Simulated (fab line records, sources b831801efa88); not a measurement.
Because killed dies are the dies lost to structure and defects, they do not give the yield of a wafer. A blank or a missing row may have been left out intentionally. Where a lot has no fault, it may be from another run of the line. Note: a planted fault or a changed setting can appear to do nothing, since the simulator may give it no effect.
Matching of chambers + flow gf180mcu + GF_V5_ETCH_16 on rie diel-03 has 4 sister chambers
The step etches BARC in N2/H2. 8 wafers are shown with their chamber, then 9 later ones without.

EACH WAFER AND ITS CHAMBER
| wafer  | chamber | drypump motor current A (A) | oes product au (a.u.) |
|--------|---------|-----------------------------|-----------------------|
| L081.4 | 1       | 6.4                         | 0.852                 |
| L086.2 | 1       | 6.5                         | 0.845                 |
| L087.1 | 2       | 6.0                         | 0.849                 |
| L087.4 | 0       | 5.6                         | 0.864                 |
| L087.5 | 2       | 6.0                         | 0.851                 |
| L088.1 | 0       | 5.6                         | 0.853                 |
| L088.4 | 3       | 5.4                         | 0.857                 |
| L088.5 | 3       | 5.4                         | 0.853                 |

WAFERS WITHOUT THEIR CHAMBER
| wafer  | drypump motor current A (A) | oes product au (a.u.) |
|--------|-----------------------------|-----------------------|
| L089.1 | 5.4                         | 0.858                 |
| L089.2 | 5.6                         | 0.847                 |
| L089.5 | 5.6                         | 0.851                 |
| L092.1 | 5.6                         | 0.854                 |
| L092.2 | 6.0                         | 0.852                 |
| L092.3 | 6.4                         | 0.858                 |
| L095.2 | 5.6                         | 0.855                 |
| L095.3 | 5.4                         | 0.858                 |
| L095.4 | 6.0                         | 0.846                 |

WHICH CHAMBER EACH WENT THROUGH
| wafer  | from the rows above | in truth |
|--------|---------------------|----------|
| L089.1 | 3                   | 3        |
| L089.2 | 0                   | 0        |
| L089.5 | 0                   | 0        |
| L092.1 | 0                   | 0        |
| L092.2 | 2                   | 2        |
| L092.3 | 1                   | 1        |
| L095.2 | 0                   | 0        |
| L095.3 | 3                   | 3        |
| L095.4 | 2                   | 2        |
Placed correctly: 9 of 9. From these rows, 0 cannot be placed. 0 placed wrongly.
How it was worked out, from the rows above alone: a wafer's distance from a chamber is the root of the sum, over the readings, of the square of ((its reading less the chamber's mean) divided by the reading's scatter). The wafer belongs to the nearest chamber; if the next one is less than 2 further off, it can't be placed. A chamber's mean is the mean of its shown wafers. The scatter: take each reading less its chamber's mean, square it, sum over the shown wafers, divide by the number of wafers less the number of chambers, and take the root.
